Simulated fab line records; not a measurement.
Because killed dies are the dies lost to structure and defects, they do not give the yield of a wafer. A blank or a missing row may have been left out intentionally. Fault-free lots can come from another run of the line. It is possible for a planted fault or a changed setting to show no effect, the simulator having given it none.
fab line records / flow sky130
[record] lots = 6 wafers = 18 last-day = 52
route steps=708 shown LDD_N@238 PAD_OPEN@708
lots that met no fault: taken from a fault-free run of the same line
start-h: start of the lot's first displayed wafer, in hours after the record's first day / wait-h: time in hours since the lot's previous step / " identical to the entry in the row above / L1.1+2: a row that stands for several wafers / - no value, or no start was given / * or withheld: withheld / < > ~ a bound
route shown NAME@n: names a module that has steps shown in the file, with the first one's number in the route / usual: mean and standard deviation over wafers with no fault / same: alike in all rows / chamber/n: place in a boat / sites: each site's reading / _std_site: standard deviation of those values / _edge_site: outer sites' mean less inner sites' / radius-mm: how far each site lies from the wafer's centre / mask NAME#n: copy n / behind: the most recent tool/chamber to have shaped the wafer / hold: why the lot was held/for how many hours/how that ended / device: the n, p or np transistor that did not switch / end of line: the route-end tests of the same wafers / step lacking rows: just its recipe / killed: dies that structure and defects cost at the first sort, which is not the same as the wafer's yield / map: shows each die of a wafer: x if killed, . if not, _ if none is there
set.NAME: the run value of the setting; set.NAME@STEP: its run value at that earlier step / model.NAME: the simulator's own value behind a step, which no gauge read
lots at some steps of the route; a table a step, a row a wafer
services: a tool's chamber out of use, with start hour (start-h, from the record's first day; less than 0 if before it), hours out, and reason
[[steps]]
[step SKY_LDD_N_HMDS_01]
[recipe] prime-time-s = 60 prime-temp-c = 120
[step SKY_LDD_N_COAT_02]
[recipe] resist = NOVOLAK spin-rpm = 3000 resist-thk-nm = 300
[step SKY_LDD_N_SOFTBAKE_03]
[recipe] temp-c = 90 time-s = 60 resist = NOVOLAK
[step SKY_LDD_N_EXPOSE_04]
[recipe] mask-id = NTM target-cd-nm = 840 na = 0.6 source-shape = conventional sigma-outer = 0.6 dose-mj = 110
[step SKY_LDD_N_PEB_05]
[recipe] temp-c = withheld time-s = * resist = NOVOLAK
[step SKY_LDD_N_DEVELOP_06]
[recipe] develop-time-s = 60 dev-temp-c = 23
[step SKY_LDD_N_OVL_MEAS_07]
[usual] LDD_N_OVL = -1.1/1.4
lot.wafer=L772.4 tool=overlay-02 chamber=- start-h=339.15 wait-h=0.1 LDD_N_OVL[nm]=-2.5
lot.wafer=L772.5 tool=overlay-02 chamber=- start-h=339.15 wait-h=0.1 LDD_N_OVL[nm]=-1.0
lot.wafer=L772.6 tool=overlay-02 chamber=- start-h=339.15 wait-h=0.1 LDD_N_OVL[nm]=-1.8
lot.wafer=L778.3 tool=overlay-01 chamber=- start-h=381.05 wait-h=0.1 LDD_N_OVL[nm]=0.0
lot.wafer=L778.4 tool=overlay-01 chamber=- start-h=381.05 wait-h=0.1 LDD_N_OVL[nm]=-2.6
lot.wafer=L778.5 tool=overlay-01 chamber=- start-h=381.05 wait-h=0.1 LDD_N_OVL[nm]=-0.9
lot.wafer=L777.2 tool=overlay-02 chamber=- start-h=385.79 wait-h=0.1 LDD_N_OVL[nm]=2.1
lot.wafer=L777.3 tool=overlay-02 chamber=- start-h=385.79 wait-h=0.1 LDD_N_OVL[nm]=-0.1
lot.wafer=L777.6 tool=overlay-02 chamber=- start-h=385.79 wait-h=0.1 LDD_N_OVL[nm]=-0.3
lot.wafer=L779.1 tool=overlay-01 chamber=- start-h=395.81 wait-h=0.1 LDD_N_OVL[nm]=-0.9
lot.wafer=L779.3 tool=overlay-01 chamber=- start-h=395.81 wait-h=0.1 LDD_N_OVL[nm]=-1.8
lot.wafer=L779.5 tool=overlay-01 chamber=- start-h=395.81 wait-h=0.1 LDD_N_OVL[nm]=1.1
lot.wafer=L780.1 tool=overlay-02 chamber=- start-h=407.64 wait-h=0.1 LDD_N_OVL[nm]=-1.3
lot.wafer=L780.5 tool=overlay-02 chamber=- start-h=407.64 wait-h=0.1 LDD_N_OVL[nm]=-0.3
lot.wafer=L780.6 tool=overlay-02 chamber=- start-h=407.64 wait-h=0.1 LDD_N_OVL[nm]=-2.0
lot.wafer=L792.1 tool=overlay-01 chamber=- start-h=673.74 wait-h=0.1 LDD_N_OVL[nm]=1.3
lot.wafer=L792.5 tool=overlay-01 chamber=- start-h=673.74 wait-h=0.1 LDD_N_OVL[nm]=-2.5
lot.wafer=L792.6 tool=overlay-01 chamber=- start-h=673.74 wait-h=0.1 LDD_N_OVL[nm]=0.2
[step SKY_LDD_N_IMPLANT_08]
[recipe] species = As energy-kev = 20 dose-cm2 = 7.5e+13 tilt-deg = withheld rotation-deg = 23
[step SKY_LDD_N_IMPLANT_09]
[recipe] species = As energy-kev = 20 dose-cm2 = 7.5e+13 tilt-deg = withheld rotation-deg = 113
[step SKY_LDD_N_IMPLANT_10]
[recipe] species = As energy-kev = 20 dose-cm2 = 7.5e+13 tilt-deg = withheld rotation-deg = 203
[step SKY_LDD_N_IMPLANT_11]
[recipe] species = As energy-kev = 20 dose-cm2 = 7.5e+13 tilt-deg = withheld rotation-deg = 293
[step SKY_LDD_N_IMPLANT_12]
[recipe] species = BF2 energy-kev = 50 dose-cm2 = 5e+12 tilt-deg = 30 rotation-deg = 0
[step SKY_LDD_N_IMPLANT_13]
[recipe] species = BF2 energy-kev = 50 dose-cm2 = 5e+12 tilt-deg = 30 rotation-deg = 90
[usual] dose-ions-cm2 = 5e+12/5.4e+09 faraday-current-uA = 28.2/0.52 rotation-deg = 89.996/0.022
lot.wafer=L772.4 tool=implanter-04 chamber=0 start-h=340.00 wait-h=0.1 dose-ions-cm2=4.993e+12 faraday-current-uA=27.9 rotation-deg=89.980
lot.wafer=L772.5 tool=implanter-04 chamber=0 start-h=340.00 wait-h=0.1 dose-ions-cm2=5.003e+12 faraday-current-uA=28.8 rotation-deg=89.964
lot.wafer=L772.6 tool=implanter-04 chamber=0 start-h=340.00 wait-h=0.1 dose-ions-cm2=4.994e+12 faraday-current-uA=28.9 rotation-deg=89.961
lot.wafer=L778.3 tool=implanter-04 chamber=0 start-h=381.87 wait-h=0.1 dose-ions-cm2=4.999e+12 faraday-current-uA=27.9 rotation-deg=90.016
lot.wafer=L778.4 tool=implanter-04 chamber=0 start-h=381.87 wait-h=0.1 dose-ions-cm2=5.003e+12 faraday-current-uA=28.3 rotation-deg=89.986
lot.wafer=L778.5 tool=implanter-04 chamber=0 start-h=381.87 wait-h=0.1 dose-ions-cm2=4.999e+12 faraday-current-uA=28.3 rotation-deg=89.989
lot.wafer=L777.2 tool=implanter-04 chamber=0 start-h=386.60 wait-h=0.1 dose-ions-cm2=9.529e+12 faraday-current-uA=53.4 rotation-deg=89.999
lot.wafer=L777.3 tool=implanter-04 chamber=0 start-h=386.60 wait-h=0.1 dose-ions-cm2=9.54e+12 faraday-current-uA=53.8 rotation-deg=90.007
lot.wafer=L777.6 tool=implanter-04 chamber=0 start-h=386.60 wait-h=0.1 dose-ions-cm2=9.532e+12 faraday-current-uA=52.5 rotation-deg=90.048
lot.wafer=L779.1 tool=implanter-03 chamber=0 start-h=396.59 wait-h=0.1 dose-ions-cm2=5.005e+12 faraday-current-uA=28.2 rotation-deg=89.990
lot.wafer=L779.3 tool=implanter-03 chamber=0 start-h=396.59 wait-h=0.1 dose-ions-cm2=4.997e+12 faraday-current-uA=28.3 rotation-deg=89.968
lot.wafer=L779.5 tool=implanter-03 chamber=0 start-h=396.59 wait-h=0.1 dose-ions-cm2=4.996e+12 faraday-current-uA=28.3 rotation-deg=89.980
lot.wafer=L780.1 tool=implanter-04 chamber=0 start-h=408.42 wait-h=0.1 dose-ions-cm2=9.532e+12 faraday-current-uA=54.0 rotation-deg=90.009
lot.wafer=L780.5 tool=implanter-04 chamber=0 start-h=408.42 wait-h=0.1 dose-ions-cm2=9.537e+12 faraday-current-uA=54.6 rotation-deg=90.021
lot.wafer=L780.6 tool=implanter-04 chamber=0 start-h=408.42 wait-h=0.1 dose-ions-cm2=9.532e+12 faraday-current-uA=51.4 rotation-deg=90.000
lot.wafer=L792.1 tool=implanter-02 chamber=0 start-h=674.52 wait-h=0.1 dose-ions-cm2=5e+12 faraday-current-uA=27.8 rotation-deg=89.972
lot.wafer=L792.5 tool=implanter-02 chamber=0 start-h=674.52 wait-h=0.1 dose-ions-cm2=5.004e+12 faraday-current-uA=28.1 rotation-deg=89.976
lot.wafer=L792.6 tool=implanter-02 chamber=0 start-h=674.52 wait-h=0.1 dose-ions-cm2=5.01e+12 faraday-current-uA=28.6 rotation-deg=90.013
[step SKY_LDD_N_IMPLANT_14]
[recipe] species = BF2 energy-kev = 50 dose-cm2 = 5e+12 tilt-deg = 30 rotation-deg = 180
[step SKY_PAD_OPEN_PROBE_99]
[usual] killed_at_M0_to_M3 = 43/7 killed_at_M4_up = 2.7/1.6 killed-at-contacts = 24/5.3 killed-at-front-end = 16/4.6 killed-at-other = 0.3/0.53 killed-dies = 86/9.3 killed-open = 47/6.9 killed-short = 38/6.1
[same] gross-dies = 492 killed-at-back-side = 0
lot.wafer=L772.4 tool=prober-02 chamber=- start-h=1041.27 wait-h=0.2 killed_at_M0_to_M3=41 killed_at_M4_up=0 killed-at-contacts=30 killed-at-front-end=14 killed-at-other=0 killed-dies=85 killed-open=50 killed-short=35 model.etest.nfet_01v8_turned.drive-ua-um=485.8 model.etest.nfet_01v8_lvt.drive-ua-um=558.2 model.etest.tip-n.rs-ohm-sq=446.9 model.etest.nfet_01v8_turned.vt-v=0.713 model.etest.nfet_01v8_lvt.vt-sat-v=0.5434 model.etest.nfet_01v8_swapped.vt-sat-v=0.6617 model.etest.nfet_01v8.vt-sat-v=0.6607 model.etest.nfet_01v8_lvt.vt-v=0.6171
lot.wafer=L772.5 tool=prober-02 chamber=- start-h=1041.32 wait-h=0.2 killed_at_M0_to_M3=52 killed_at_M4_up=1 killed-at-contacts=24 killed-at-front-end=22 killed-at-other=1 killed-dies=100 killed-open=50 killed-short=50 model.etest.nfet_01v8_turned.drive-ua-um=493.5 model.etest.nfet_01v8_lvt.drive-ua-um=557 model.etest.tip-n.rs-ohm-sq=448.8 model.etest.nfet_01v8_turned.vt-v=0.708 model.etest.nfet_01v8_lvt.vt-sat-v=0.5441 model.etest.nfet_01v8_swapped.vt-sat-v=0.6541 model.etest.nfet_01v8.vt-sat-v=0.6522 model.etest.nfet_01v8_lvt.vt-v=0.6178
lot.wafer=L772.6 tool=prober-02 chamber=- start-h=1041.37 wait-h=0.2 killed_at_M0_to_M3=42 killed_at_M4_up=3 killed-at-contacts=23 killed-at-front-end=18 killed-at-other=1 killed-dies=87 killed-open=49 killed-short=38 model.etest.nfet_01v8_turned.drive-ua-um=485.4 model.etest.nfet_01v8_lvt.drive-ua-um=555 model.etest.tip-n.rs-ohm-sq=448.5 model.etest.nfet_01v8_turned.vt-v=0.7136 model.etest.nfet_01v8_lvt.vt-sat-v=0.5496 model.etest.nfet_01v8_swapped.vt-sat-v=0.6588 model.etest.nfet_01v8.vt-sat-v=0.6617 model.etest.nfet_01v8_lvt.vt-v=0.6151
lot.wafer=L778.3 tool=prober-02 chamber=- start-h=1057.81 wait-h=0.2 killed_at_M0_to_M3=35 killed_at_M4_up=2 killed-at-contacts=26 killed-at-front-end=16 killed-at-other=0 killed-dies=79 killed-open=43 killed-short=36 model.etest.nfet_01v8_turned.drive-ua-um=489.1 model.etest.nfet_01v8_lvt.drive-ua-um=563.8 model.etest.tip-n.rs-ohm-sq=443.8 model.etest.nfet_01v8_turned.vt-v=0.7072 model.etest.nfet_01v8_lvt.vt-sat-v=0.5478 model.etest.nfet_01v8_swapped.vt-sat-v=0.6593 model.etest.nfet_01v8.vt-sat-v=0.6559 model.etest.nfet_01v8_lvt.vt-v=0.6182
lot.wafer=L778.4 tool=prober-02 chamber=- start-h=1057.86 wait-h=0.2 killed_at_M0_to_M3=59 killed_at_M4_up=3 killed-at-contacts=26 killed-at-front-end=13 killed-at-other=0 killed-dies=101 killed-open=54 killed-short=47 model.etest.nfet_01v8_turned.drive-ua-um=491 model.etest.nfet_01v8_lvt.drive-ua-um=553.7 model.etest.tip-n.rs-ohm-sq=442.7 model.etest.nfet_01v8_turned.vt-v=0.7057 model.etest.nfet_01v8_lvt.vt-sat-v=0.5465 model.etest.nfet_01v8_swapped.vt-sat-v=0.6613 model.etest.nfet_01v8.vt-sat-v=0.6587 model.etest.nfet_01v8_lvt.vt-v=0.6182
lot.wafer=L778.5 tool=prober-02 chamber=- start-h=1057.91 wait-h=0.2 killed_at_M0_to_M3=36 killed_at_M4_up=6 killed-at-contacts=33 killed-at-front-end=18 killed-at-other=0 killed-dies=93 killed-open=53 killed-short=40 model.etest.nfet_01v8_turned.drive-ua-um=493.6 model.etest.nfet_01v8_lvt.drive-ua-um=566.9 model.etest.tip-n.rs-ohm-sq=441.5 model.etest.nfet_01v8_turned.vt-v=0.7091 model.etest.nfet_01v8_lvt.vt-sat-v=0.5363 model.etest.nfet_01v8_swapped.vt-sat-v=0.6525 model.etest.nfet_01v8.vt-sat-v=0.6571 model.etest.nfet_01v8_lvt.vt-v=0.6126
lot.wafer=L777.2 tool=prober-01 chamber=- start-h=1061.04 wait-h=0.1 killed_at_M0_to_M3=36 killed_at_M4_up=1 killed-at-contacts=21 killed-at-front-end=16 killed-at-other=1 killed-dies=75 killed-open=32 killed-short=43 model.etest.nfet_01v8_turned.drive-ua-um=477.4 model.etest.nfet_01v8_lvt.drive-ua-um=549.1 model.etest.tip-n.rs-ohm-sq=456.4 model.etest.nfet_01v8_turned.vt-v=0.7319 model.etest.nfet_01v8_lvt.vt-sat-v=0.5747 model.etest.nfet_01v8_swapped.vt-sat-v=0.674 model.etest.nfet_01v8.vt-sat-v=0.6701 model.etest.nfet_01v8_lvt.vt-v=0.6334
lot.wafer=L777.3 tool=prober-01 chamber=- start-h=1061.09 wait-h=0.2 killed_at_M0_to_M3=37 killed_at_M4_up=4 killed-at-contacts=23 killed-at-front-end=11 killed-at-other=1 killed-dies=76 killed-open=40 killed-short=36 model.etest.nfet_01v8_turned.drive-ua-um=480.1 model.etest.nfet_01v8_lvt.drive-ua-um=554.9 model.etest.tip-n.rs-ohm-sq=457.4 model.etest.nfet_01v8_turned.vt-v=0.7248 model.etest.nfet_01v8_lvt.vt-sat-v=0.562 model.etest.nfet_01v8_swapped.vt-sat-v=0.6659 model.etest.nfet_01v8.vt-sat-v=0.6644 model.etest.nfet_01v8_lvt.vt-v=0.6277
lot.wafer=L777.6 tool=prober-01 chamber=- start-h=1061.24 wait-h=0.2 killed_at_M0_to_M3=44 killed_at_M4_up=4 killed-at-contacts=15 killed-at-front-end=13 killed-at-other=0 killed-dies=76 killed-open=39 killed-short=37 model.etest.nfet_01v8_turned.drive-ua-um=463.6 model.etest.nfet_01v8_lvt.drive-ua-um=539.3 model.etest.tip-n.rs-ohm-sq=454.9 model.etest.nfet_01v8_turned.vt-v=0.7363 model.etest.nfet_01v8_lvt.vt-sat-v=0.5759 model.etest.nfet_01v8_swapped.vt-sat-v=0.6778 model.etest.nfet_01v8.vt-sat-v=0.6713 model.etest.nfet_01v8_lvt.vt-v=0.6382
lot.wafer=L779.1 tool=prober-02 chamber=- start-h=1069.51 wait-h=0.1 killed_at_M0_to_M3=48 killed_at_M4_up=1 killed-at-contacts=25 killed-at-front-end=12 killed-at-other=0 killed-dies=86 killed-open=55 killed-short=31 model.etest.nfet_01v8_turned.drive-ua-um=514.2 model.etest.nfet_01v8_lvt.drive-ua-um=586.9 model.etest.tip-n.rs-ohm-sq=436.5 model.etest.nfet_01v8_turned.vt-v=0.6982 model.etest.nfet_01v8_lvt.vt-sat-v=0.5408 model.etest.nfet_01v8_swapped.vt-sat-v=0.6528 model.etest.nfet_01v8.vt-sat-v=0.6441 model.etest.nfet_01v8_lvt.vt-v=0.6128
lot.wafer=L779.3 tool=prober-02 chamber=- start-h=1069.61 wait-h=0.2 killed_at_M0_to_M3=40 killed_at_M4_up=2 killed-at-contacts=15 killed-at-front-end=21 killed-at-other=0 killed-dies=78 killed-open=44 killed-short=34 model.etest.nfet_01v8_turned.drive-ua-um=513.9 model.etest.nfet_01v8_lvt.drive-ua-um=581.4 model.etest.tip-n.rs-ohm-sq=442.7 model.etest.nfet_01v8_turned.vt-v=0.6952 model.etest.nfet_01v8_lvt.vt-sat-v=0.5345 model.etest.nfet_01v8_swapped.vt-sat-v=0.6482 model.etest.nfet_01v8.vt-sat-v=0.6462 model.etest.nfet_01v8_lvt.vt-v=0.6037
lot.wafer=L779.5 tool=prober-02 chamber=- start-h=1069.71 wait-h=0.2 killed_at_M0_to_M3=34 killed_at_M4_up=4 killed-at-contacts=24 killed-at-front-end=9 killed-at-other=0 killed-dies=71 killed-open=37 killed-short=34 model.etest.nfet_01v8_turned.drive-ua-um=517.6 model.etest.nfet_01v8_lvt.drive-ua-um=590.9 model.etest.tip-n.rs-ohm-sq=437.7 model.etest.nfet_01v8_turned.vt-v=0.6892 model.etest.nfet_01v8_lvt.vt-sat-v=0.5367 model.etest.nfet_01v8_swapped.vt-sat-v=0.6402 model.etest.nfet_01v8.vt-sat-v=0.6409 model.etest.nfet_01v8_lvt.vt-v=0.6041
lot.wafer=L780.1 tool=prober-01 chamber=- start-h=1077.26 wait-h=0.1 killed_at_M0_to_M3=46 killed_at_M4_up=4 killed-at-contacts=18 killed-at-front-end=19 killed-at-other=1 killed-dies=88 killed-open=48 killed-short=40 model.etest.nfet_01v8_turned.drive-ua-um=468.3 model.etest.nfet_01v8_lvt.drive-ua-um=541.8 model.etest.tip-n.rs-ohm-sq=450.4 model.etest.nfet_01v8_turned.vt-v=0.7337 model.etest.nfet_01v8_lvt.vt-sat-v=0.568 model.etest.nfet_01v8_swapped.vt-sat-v=0.6743 model.etest.nfet_01v8.vt-sat-v=0.6723 model.etest.nfet_01v8_lvt.vt-v=0.6321
lot.wafer=L780.5 tool=prober-01 chamber=- start-h=1077.46 wait-h=0.2 killed_at_M0_to_M3=46 killed_at_M4_up=0 killed-at-contacts=24 killed-at-front-end=8 killed-at-other=0 killed-dies=78 killed-open=46 killed-short=32 model.etest.nfet_01v8_turned.drive-ua-um=470.1 model.etest.nfet_01v8_lvt.drive-ua-um=553.1 model.etest.tip-n.rs-ohm-sq=453.7 model.etest.nfet_01v8_turned.vt-v=0.7334 model.etest.nfet_01v8_lvt.vt-sat-v=0.5682 model.etest.nfet_01v8_swapped.vt-sat-v=0.6721 model.etest.nfet_01v8.vt-sat-v=0.672 model.etest.nfet_01v8_lvt.vt-v=0.6298
lot.wafer=L780.6 tool=prober-01 chamber=- start-h=1077.51 wait-h=0.2 killed_at_M0_to_M3=46 killed_at_M4_up=4 killed-at-contacts=22 killed-at-front-end=10 killed-at-other=0 killed-dies=82 killed-open=48 killed-short=34 model.etest.nfet_01v8_turned.drive-ua-um=461.5 model.etest.nfet_01v8_lvt.drive-ua-um=536.1 model.etest.tip-n.rs-ohm-sq=454.5 model.etest.nfet_01v8_turned.vt-v=0.7371 model.etest.nfet_01v8_lvt.vt-sat-v=0.5784 model.etest.nfet_01v8_swapped.vt-sat-v=0.6843 model.etest.nfet_01v8.vt-sat-v=0.6795 model.etest.nfet_01v8_lvt.vt-v=0.6388
lot.wafer=L792.1 tool=prober-01 chamber=- start-h=1239.01 wait-h=0.1 killed_at_M0_to_M3=48 killed_at_M4_up=5 killed-at-contacts=21 killed-at-front-end=17 killed-at-other=1 killed-dies=92 killed-open=50 killed-short=40 model.etest.nfet_01v8_turned.drive-ua-um=508.6 model.etest.nfet_01v8_lvt.drive-ua-um=580.4 model.etest.tip-n.rs-ohm-sq=449.2 model.etest.nfet_01v8_turned.vt-v=0.6959 model.etest.nfet_01v8_lvt.vt-sat-v=0.5323 model.etest.nfet_01v8_swapped.vt-sat-v=0.641 model.etest.nfet_01v8.vt-sat-v=0.6421 model.etest.nfet_01v8_lvt.vt-v=0.6056
lot.wafer=L792.5 tool=prober-01 chamber=- start-h=1239.21 wait-h=0.2 killed_at_M0_to_M3=38 killed_at_M4_up=3 killed-at-contacts=19 killed-at-front-end=27 killed-at-other=1 killed-dies=88 killed-open=51 killed-short=37 model.etest.nfet_01v8_turned.drive-ua-um=504.6 model.etest.nfet_01v8_lvt.drive-ua-um=574 model.etest.tip-n.rs-ohm-sq=451.6 model.etest.nfet_01v8_turned.vt-v=0.6985 model.etest.nfet_01v8_lvt.vt-sat-v=0.5323 model.etest.nfet_01v8_swapped.vt-sat-v=0.6464 model.etest.nfet_01v8.vt-sat-v=0.6439 model.etest.nfet_01v8_lvt.vt-v=0.6078
lot.wafer=L792.6 tool=prober-01 chamber=- start-h=1239.26 wait-h=0.2 killed_at_M0_to_M3=54 killed_at_M4_up=0 killed-at-contacts=15 killed-at-front-end=15 killed-at-other=1 killed-dies=85 killed-open=46 killed-short=37 model.etest.nfet_01v8_turned.drive-ua-um=516.8 model.etest.nfet_01v8_lvt.drive-ua-um=590.1 model.etest.tip-n.rs-ohm-sq=446.9 model.etest.nfet_01v8_turned.vt-v=0.6906 model.etest.nfet_01v8_lvt.vt-sat-v=0.5267 model.etest.nfet_01v8_swapped.vt-sat-v=0.6402 model.etest.nfet_01v8.vt-sat-v=0.6353 model.etest.nfet_01v8_lvt.vt-v=0.6031
// killed by level:class
L772.4 LI_CONTACT:geometric-particle:open=10 VIA2:geometric-particle:open=10 CONTACT:geometric-particle:open=8 CONTACT:geometric-particle:short=7 METAL1:geometric-particle:short=6 VIA1:geometric-particle:open=6 FIELD_ISO:geometric-particle:open=5 METAL3:geometric-particle:short=4
L772.5 VIA2:geometric-particle:open=12 FIELD_ISO:geometric-particle:short=8 VIA1:geometric-particle:open=8 LI_CONTACT:geometric-particle:open=7 VIA3:geometric-particle:open=6 LOCAL_INTERCONNECT:geometric-particle:short=6 METAL1:geometric-particle:short=6 CONTACT:geometric-particle:short=5
L772.6 LI_CONTACT:geometric-particle:open=10 VIA1:geometric-particle:open=8 POLY_GATE:geometric-particle:short=7 VIA2:geometric-particle:open=7 VIA3:geometric-particle:open=7 CONTACT:geometric-particle:open=6 VIA3:geometric-particle:short=6 METAL1:geometric-particle:short=4
L778.3 VIA1:geometric-particle:open=9 CONTACT:geometric-particle:open=8 LI_CONTACT:geometric-particle:open=7 CONTACT:geometric-particle:short=6 FIELD_ISO:geometric-particle:short=5 VIA2:geometric-particle:open=5 VIA1:geometric-particle:short=4 VIA3:geometric-particle:short=4
L778.4 VIA1:geometric-particle:open=15 METAL2:geometric-particle:short=10 CONTACT:geometric-particle:open=9 VIA3:geometric-particle:open=7 METAL1:geometric-particle:short=6 LI_CONTACT:geometric-particle:open=6 CONTACT:geometric-particle:short=6 VIA2:geometric-particle:open=6
L778.5 CONTACT:geometric-particle:open=13 VIA1:geometric-particle:open=11 POLY_GATE:geometric-particle:short=7 LI_CONTACT:geometric-particle:short=7 LI_CONTACT:geometric-particle:open=7 POLY_GATE:geometric-particle:open=6 METAL2:geometric-particle:short=6 CONTACT:geometric-particle:short=5
L777.2 VIA1:geometric-particle:open=9 METAL1:geometric-particle:short=6 POLY_GATE:geometric-particle:short=6 CONTACT:geometric-particle:open=6 FIELD_ISO:geometric-particle:short=5 CONTACT:geometric-particle:short=5 VIA1:geometric-particle:short=5 LOCAL_INTERCONNECT:geometric-particle:short=4
L777.3 VIA1:geometric-particle:open=10 LOCAL_INTERCONNECT:geometric-particle:short=7 FIELD_ISO:geometric-particle:open=6 VIA3:geometric-particle:open=5 CONTACT:geometric-particle:open=5 LI_CONTACT:geometric-particle:open=4 CONTACT:geometric-particle:short=4 VIA1:geometric-particle:short=4
L777.6 CONTACT:geometric-particle:open=10 METAL1:geometric-particle:short=9 VIA1:geometric-particle:short=8 VIA1:geometric-particle:open=7 VIA3:geometric-particle:open=7 VIA2:geometric-particle:open=4 FIELD_ISO:geometric-particle:open=3 VIA2:geometric-particle:short=3
L779.1 VIA2:geometric-particle:open=11 VIA1:geometric-particle:open=9 CONTACT:geometric-particle:open=9 LI_CONTACT:geometric-particle:open=7 METAL1:geometric-particle:short=7 VIA3:geometric-particle:open=6 CONTACT:geometric-particle:short=5 FIELD_ISO:geometric-particle:open=4
L779.3 VIA1:geometric-particle:open=14 POLY_GATE:geometric-particle:open=8 VIA3:geometric-particle:short=6 FIELD_ISO:geometric-particle:short=5 VIA3:geometric-particle:open=4 CONTACT:geometric-particle:open=4 VIA2:geometric-particle:open=4 VIA2:geometric-particle:short=4
L779.5 CONTACT:geometric-particle:open=10 VIA1:geometric-particle:open=8 LI_CONTACT:geometric-particle:open=7 VIA3:geometric-particle:short=7 METAL1:geometric-particle:short=5 METAL2:geometric-particle:short=5 LI_CONTACT:geometric-particle:short=4 METAL4:geometric-particle:short=3
L780.1 VIA1:geometric-particle:open=11 VIA3:geometric-particle:open=7 LI_CONTACT:geometric-particle:open=6 CONTACT:geometric-particle:open=5 METAL1:geometric-particle:short=5 VIA2:geometric-particle:open=4 VIA2:geometric-particle:short=4 METAL3:geometric-particle:short=4
L780.5 VIA1:geometric-particle:open=12 VIA3:geometric-particle:open=11 LI_CONTACT:geometric-particle:open=8 CONTACT:geometric-particle:open=6 VIA2:geometric-particle:open=5 LOCAL_INTERCONNECT:geometric-particle:short=5 METAL1:geometric-particle:short=5 VIA1:geometric-particle:short=4
L780.6 VIA1:geometric-particle:open=9 METAL2:geometric-particle:short=8 CONTACT:geometric-particle:open=7 VIA3:geometric-particle:open=7 VIA2:geometric-particle:open=6 VIA1:geometric-particle:short=6 CONTACT:geometric-particle:short=5 LI_CONTACT:geometric-particle:open=5
L792.1 VIA1:geometric-particle:open=11 VIA1:geometric-particle:short=9 FIELD_ISO:geometric-particle:open=8 LI_CONTACT:geometric-particle:open=8 VIA2:geometric-particle:open=8 METAL1:geometric-particle:short=5 CONTACT:geometric-particle:short=5 VIA3:geometric-particle:open=5
L792.5 VIA1:geometric-particle:open=11 CONTACT:geometric-particle:open=10 METAL1:geometric-particle:short=9 VIA2:geometric-particle:open=8 FIELD_ISO:geometric-particle:short=6 POLY_GATE:geometric-particle:open=6 FIELD_ISO:geometric-particle:open=5 POLY_GATE:geometric-particle:short=5
L792.6 VIA2:geometric-particle:open=10 VIA3:geometric-particle:open=10 METAL2:geometric-particle:short=8 CONTACT:geometric-particle:open=7 VIA2:geometric-particle:short=6 METAL1:geometric-particle:short=5 VIA1:geometric-particle:open=5 FIELD_ISO:geometric-particle:open=4
[[services]]
tool=implanter-04 chamber=- start-h=319.39 hours=18.0 kind=pm
tool=implanter-03 chamber=- start-h=341.01 hours=4.6 kind=pm
tool=implanter-04 chamber=- start-h=350.41 hours=1.7 kind=repair
tool=implanter-02 chamber=- start-h=379.00 hours=3.0 kind=repair
tool=implanter-03 chamber=- start-h=414.34 hours=2.0 kind=repair
tool=implanter-03 chamber=- start-h=418.86 hours=4.0 kind=pm
tool=implanter-04 chamber=- start-h=427.77 hours=4.9 kind=pm
tool=implanter-04 chamber=- start-h=433.36 hours=6.3 kind=repair
tool=implanter-02 chamber=- start-h=434.62 hours=3.8 kind=repair
tool=implanter-04 chamber=- start-h=501.28 hours=2.1 kind=repair
tool=implanter-04 chamber=- start-h=522.84 hours=5.0 kind=pm
tool=implanter-04 chamber=- start-h=535.39 hours=1.6 kind=repair
tool=implanter-02 chamber=- start-h=538.35 hours=29.4 kind=repair
tool=implanter-04 chamber=- start-h=649.44 hours=1.9 kind=repair
tool=implanter-02 chamber=- start-h=666.36 hours=1.8 kind=repair
[[key]]
[first-sign] step = SKY_LDD_N_IMPLANT_13 reading = dose-ions-cm2 direction = up sigmas = 99+ usual = * struck = *
[effect] step = SKY_LDD_N_IMPLANT_13 reading = faraday-current-uA direction = up sigmas = 48 usual = 28.2 struck = 53.3
[model-effect] step = SKY_PAD_OPEN_PROBE_99 value = etest.nfet_01v8_turned.drive-ua-um without = 494.4 struck = 470.2
met-at SKY_LDD_N_IMPLANT_13
struck-wafers L777.2,L777.3,L777.6,L780.1,L780.5,L780.6
tester-left-out L777,L780
onset-between 381.87 386.60
[fault] kind = process-parameter-drift tool = implanter-04 chamber = - onset-h = 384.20 steps = SKY_LDD_N_IMPLANT_13 channel = dose-cm2 offset = * shape = step end-h = 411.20 acts-in = * stated = *
// tester-left-out: of these lots the tester's yield and bins aren't shown, on N5 and GAA mostly nor the transistor test; their killed dies are dies lost to structure and defects alone, not to doping, threshold or leakage, so they don't give the yield
